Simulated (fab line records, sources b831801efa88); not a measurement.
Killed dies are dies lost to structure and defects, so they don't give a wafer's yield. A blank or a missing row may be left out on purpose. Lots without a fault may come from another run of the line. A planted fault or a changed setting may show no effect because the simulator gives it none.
fab line records | flow sky130
record lots=13 wafers=39 last_day=50
route steps=708 shown POLY_CUT@318 SD_P@328 SD_N@346
lots that met no fault: from a run of the same line without faults
start_h: hours from the record's first day to the start of the lot's first wafer shown | wait_h: hours since the lot's step before | " the same as in the row above | L1.1+2: a row that stands for several wafers | - no value, or no start given | * or withheld: withheld | < > ~ a bound
route shown NAME@n: a module of which the file shows steps, and the number in the route of the first | usual: mean/standard deviation of fault-free wafers | same: alike in all rows | chamber/n: place in a boat | sites: the reading at each site | _std_site: their standard deviation | _edge_site: outer sites' mean less inner sites' | radius_mm: how far each site lies from the wafer's centre | mask NAME#n: copy n | behind: the tool/chamber that last shaped the wafer | hold: why the lot was held/for how many hours/how that ended | device: the transistor (n, p or np) that didn't switch | end of line: the same wafers' tests at the end of the route | a step without rows: its recipe alone | killed: dies lost to structure and defects at the first sort, not the wafer's yield | map: a wafer's dies, x killed, . not, _ none there
set.NAME: the setting as run; set.NAME@STEP: as run at that earlier step | model.NAME: the simulator's own value behind a step, which no gauge read
steps of the route over a sample of lots; a table a step, a row a wafer
services: from which hour (start_h, from the record's first day; less than 0 if before it) a tool's chamber was out of use, for how many hours, and why
## steps
# step SKY_POLY_CUT_ETCH_11
# recipe target=Si3N4 chemistry=CF4/CH2F2/Ar stop_on=poly-Si source_w=600 bias_w=150 pressure_mtorr=40 cf4_flow_sccm=40 ch2f2_flow_sccm=20 Ar_flow_sccm=150 time_s=42.5 target_depth_a=600
# usual drypump_motor_current_A=5.6/0.54 oes_product_au=0.829/0.0064 rf_fwd_power_W=593.4/2.5 throttle_valve_pct=14.993/0.01
# same time_s=42.5
# columns lot.wafer tool chamber start_h wait_h drypump_motor_current_A oes_product_au rf_fwd_power_W rf_hours_counter_h throttle_valve_pct
L241.1 rie_diel-02 0 565.37 0.0 5.0 0.828 593.4 6 15.004
L241.4 " 1 " " 5.0 0.822 590.7 18 14.973
L241.5 " 0 " " 5.0 0.832 591.7 - 14.991
L242.1 rie_diel-03 2 578.63 0.0 5.1 0.831 594.7 3 14.974
L242.3 " 3 " " 6.7 0.832 589.3 9 14.991
L242.4 " 1 " " 5.3 0.823 598.7 1 15.008
L243.1 rie_diel-03 1 589.66 0.0 5.3 0.832 595.0 1 14.996
L243.4 " 2 " " 5.0 0.830 592.6 3 14.994
L243.6 " 3 " " 6.7 0.826 589.8 - 14.990
L244.2 rie_diel-02 3 593.36 0.0 5.9 0.831 593.3 3 14.997
L244.3 " 0 " " 5.0 0.837 590.4 6 14.984
L244.5 " 0 " " 5.0 0.829 594.7 - 14.980
L245.3 rie_diel-02 2 599.55 0.0 5.2 0.827 596.2 45 14.987
L245.4 " 1 " " 5.0 0.824 594.0 19 14.982
L245.5 " 2 " " 5.2 0.824 595.1 - 14.996
L246.2 rie_diel-01 1 607.58 0.0 5.6 0.821 594.9 9 15.010
L246.3 " 3 " " 5.8 0.825 590.0 4 14.993
L246.6 " 0 " " 5.7 0.836 595.5 - 15.004
L247.2 rie_diel-02 3 617.67 0.0 5.9 0.829 594.4 3 15.001
L247.5 " 3 " " 5.9 0.825 593.6 - 14.999
L247.6 " 0 " " 5.0 0.833 591.1 - 14.992
L249.3 rie_diel-03 2 633.21 0.0 5.0 0.822 592.2 5 14.974
L249.4 " 1 " " 5.3 0.823 594.2 1 14.993
L249.6 " 3 " " 6.7 0.821 590.0 - 14.999
L250.2 rie_diel-03 1 649.96 0.0 5.3 0.823 597.6 2 14.993
L250.4 " 2 " " 5.1 0.822 595.9 5 14.985
L250.6 " 3 " " 6.7 0.821 591.4 - 14.973
L252.2 rie_diel-01 3 662.11 0.0 5.8 0.822 594.0 6 14.993
L252.3 " 0 " " 5.7 0.826 597.5 8 14.991
L252.6 " 2 " " 6.5 0.820 595.9 - 15.000
L261.1 rie_diel-01 0 729.41 0.0 5.7 0.835 597.6 9 14.998
L261.4 " 0 " " 5.7 0.830 593.0 - 14.971
L261.5 " 3 " " 5.8 0.827 591.6 - 14.991
L262.2 rie_diel-01 0 737.31 0.0 5.7 0.836 594.8 10 15.000
L262.5 " 3 " " 5.8 0.826 592.0 - 14.989
L262.6 " 0 " " 5.7 0.827 595.9 - 14.988
L263.3 rie_diel-02 3 758.18 0.0 5.9 0.827 594.5 6 14.998
L263.4 " 0 " " 5.0 0.823 590.9 9 14.999
L263.5 " 2 " " 5.2 0.833 595.0 - 14.985
# step SKY_SD_P_OVL_MEAS_08
# usual SD_P_OVL=0.3/1.3
# columns lot.wafer tool chamber start_h wait_h SD_P_OVL[nm]
L241.1 overlay-01 - 595.04 0.1 0.6
L241.4 " - " " -1.0
L241.5 " - " " -0.4
L242.1 overlay-01 - 607.48 0.1 -0.3
L242.3 " - " " -0.5
L242.4 " - " " 0.2
L243.1 overlay-02 - 618.28 0.1 -0.6
L243.4 " - " " 0.6
L243.6 " - " " -0.7
L244.2 overlay-01 - 622.80 0.1 -0.2
L244.3 " - " " -1.1
L244.5 " - " " -0.2
L245.3 overlay-01 - 628.16 0.1 -0.6
L245.4 " - " " -0.4
L245.5 " - " " -0.4
L246.2 overlay-01 - 636.81 0.1 2.6
L246.3 " - " " 0.7
L246.6 " - " " 1.2
L247.2 overlay-02 - 646.21 0.1 1.1
L247.5 " - " " 1.6
L247.6 " - " " 1.9
L249.3 overlay-02 - 661.80 0.1 0.7
L249.4 " - " " -0.3
L249.6 " - " " -0.2
L250.2 overlay-01 - 678.43 0.1 0.1
L250.4 " - " " -0.6
L250.6 " - " " -0.8
L252.2 overlay-02 - 691.10 0.1 0.5
L252.3 " - " " -0.1
L252.6 " - " " 0.9
L261.1 overlay-02 - 757.08 0.1 1.7
L261.4 " - " " 1.2
L261.5 " - " " 1.5
L262.2 overlay-01 - 764.63 0.1 0.9
L262.5 " - " " 0.0
L262.6 " - " " 0.6
L263.3 overlay-01 - 785.59 0.1 1.6
L263.4 " - " " 1.2
L263.5 " - " " -1.7
# step SKY_SD_P_TW_MEAS_11
# usual SD_P_TW=2811/13
# columns lot.wafer tool chamber start_h wait_h SD_P_TW
L241.1 film_metro-01 - 595.33 0.1 2802
L241.4 " - " " 2831
L241.5 " - " " 2807
L242.1 film_metro-01 - 607.76 0.1 2778
L242.3 " - " " 2800
L242.4 " - " " 2780
L243.1 film_metro-03 - 618.56 0.1 2812
L243.4 " - " " 2811
L243.6 " - " " 2811
L244.2 film_metro-04 - 623.09 0.1 2803
L244.3 " - " " 2813
L244.5 " - " " 2806
L245.3 film_metro-03 - 628.46 0.1 2806
L245.4 " - " " 2818
L245.5 " - " " 2796
L246.2 film_metro-03 - 637.10 0.1 2825
L246.3 " - " " 2818
L246.6 " - " " 2816
L247.2 film_metro-03 - 646.50 0.1 2797
L247.5 " - " " 2816
L247.6 " - " " 2810
L249.3 film_metro-03 - 662.10 0.1 2808
L249.4 " - " " 2827
L249.6 " - " " 2810
L250.2 film_metro-03 - 678.72 0.1 2805
L250.4 " - " " 2801
L250.6 " - " " 2824
L252.2 film_metro-03 - 691.39 0.1 2794
L252.3 " - " " 2799
L252.6 " - " " 2794
L261.1 film_metro-03 - 757.36 0.1 2819
L261.4 " - " " 2822
L261.5 " - " " 2830
L262.2 film_metro-03 - 764.92 0.1 2827
L262.5 " - " " 2832
L262.6 " - " " 2828
L263.3 film_metro-01 - 785.88 0.1 2801
L263.4 " - " " 2827
L263.5 " - " " 2820
# step SKY_SD_N_EXPOSE_04
# recipe mask_id=NSDM na=0.6 source_shape=conventional sigma_outer=0.6 polarization=unpolarized target_cd_nm=380 dose_mj=141
# columns lot.wafer tool chamber start_h wait_h mask
L241.1+4+5 iline_stepper-02 0 638.36 - NSDM#0
L242.1+3+4 iline_stepper-01 0 651.45 - NSDM#0
L243.1+4+6 iline_stepper-02 0 661.61 - NSDM#0
L244.2+3+5 iline_stepper-01 0 665.92 - NSDM#0
L245.3+4+5 iline_stepper-02 0 671.44 - NSDM#0
L246.2+3+6 iline_stepper-02 0 679.65 - NSDM#0
L247.2+5+6 iline_stepper-02 0 689.59 - NSDM#0
L249.3+4+6 iline_stepper-02 0 704.87 - NSDM#0
L250.2+4+6 iline_stepper-02 0 721.31 - NSDM_R1#0
L252.2+3+6 iline_stepper-01 0 732.80 - NSDM#0
L261.1+4+5 iline_stepper-01 0 798.28 - NSDM#0
L262.2+5+6 iline_stepper-01 0 805.64 - NSDM#0
L263.3+4+5 iline_stepper-01 0 826.16 - NSDM#0
# step SKY_SD_N_CD_MEAS_07
# recipe target_cd_nm=380
# usual cd_nm=379.4/2.6
# columns lot.wafer tool chamber start_h wait_h cd_nm
L241.1 cd_sem-01 - 653.04 0.1 377.9
L241.4 " - " " 381.5
L241.5 " - " " 378.8
L242.1 cd_sem-02 - 665.17 0.1 377.5
L242.3 " - " " 377.8
L242.4 " - " " 377.3
L243.1 cd_sem-01 - 674.87 0.1 377.6
L243.4 " - " " 376.2
L243.6 " - " " 376.3
L244.2 cd_sem-01 - 679.95 0.1 379.8
L244.3 " - " " 382.3
L244.5 " - " " 380.8
L245.3 cd_sem-01 - 685.58 0.1 377.0
L245.4 " - " " 380.5
L245.5 " - " " 376.3
L246.2 cd_sem-01 - 693.79 0.1 378.3
L246.3 " - " " 378.5
L246.6 " - " " 376.0
L247.2 cd_sem-01 - 703.26 0.1 381.1
L247.5 " - " " 381.7
L247.6 " - " " 383.5
L249.3 cd_sem-01 - 718.22 0.1 383.5
L249.4 " - " " 381.2
L249.6 " - " " 380.8
L250.2 cd_sem-01 - 735.00 0.2 329.4
L250.4 " - " " 330.6
L250.6 " - " " 330.9
L252.2 cd_sem-01 - 746.76 0.1 381.9
L252.3 " - " " 384.3
L252.6 " - " " 383.9
L261.1 cd_sem-01 - 811.93 0.1 375.6
L261.4 " - " " 374.4
L261.5 " - " " 374.3
L262.2 cd_sem-02 - 818.14 0.1 376.2
L262.5 " - " " 377.7
L262.6 " - " " 377.0
L263.3 cd_sem-01 - 839.27 0.1 378.9
L263.4 " - " " 377.2
L263.5 " - " " 379.9
## services
# columns tool chamber start_h hours kind
rie_diel-01 - 588.87 2.8 pm
rie_diel-03 1 595.13 9.1 repair
rie_diel-03 2 595.89 5.5 repair
iline_stepper-01 - 604.38 2.7 repair
rie_diel-01 1 631.98 3.2 repair
iline_stepper-01 - 647.20 1.7 pm
iline_stepper-01 - 668.32 25.0 repair
rie_diel-02 - 669.75 0.9 repair
iline_stepper-01 - 693.35 4.3 pm
iline_stepper-02 - 700.81 1.7 pm
iline_stepper-01 - 717.81 4.4 pm
rie_diel-02 2 728.35 - clean
rie_diel-02 2 728.35 16.3 scheduled_down
rie_diel-02 2 728.35 16.3 vent_cycle
rie_diel-01 2 729.02 - clean
rie_diel-01 2 729.02 18.8 scheduled_down
rie_diel-01 2 729.02 18.8 vent_cycle
rie_diel-01 1 740.14 8.4 repair
rie_diel-02 3 777.99 4.9 repair
iline_stepper-02 - 795.43 12.6 repair
rie_diel-02 - 796.33 1.8 repair
rie_diel-02 - 818.34 0.3 repair
## key
first_sign step=SKY_SD_N_EXPOSE_04 reading=mask direction=changed
effect step=SKY_SD_N_CD_MEAS_07 reading=cd_nm direction=down sigmas=19 usual=379.4 struck=330.3
met_at SKY_SD_N_EXPOSE_04
struck_lots L250
sort_left_out L250.2,L250.4,L250.6
tester_left_out L250
not_acting_at SKY_POLY_CUT_ETCH_11,SKY_SD_P_OVL_MEAS_08,SKY_SD_P_TW_MEAS_11
onset_between 704.87 721.31
fault kind=wrong_mask tool=any chamber=- onset_h=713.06 steps=SKY_SD_N_EXPOSE_04 aux_copy=NSDM_R1#0 cd_offset_nm=-46 scope=struck_lots_only
# tester_left_out: of these lots the tester's yield and bins aren't shown, on N5 and GAA mostly nor the transistor test; their killed dies are dies lost to structure and defects alone, not to doping, threshold or leakage, so they don't give the yield
# sort_left_out: the simulated sort isn't trusted on such a fault, so these wafers' sort isn't shown, and their yield isn't known
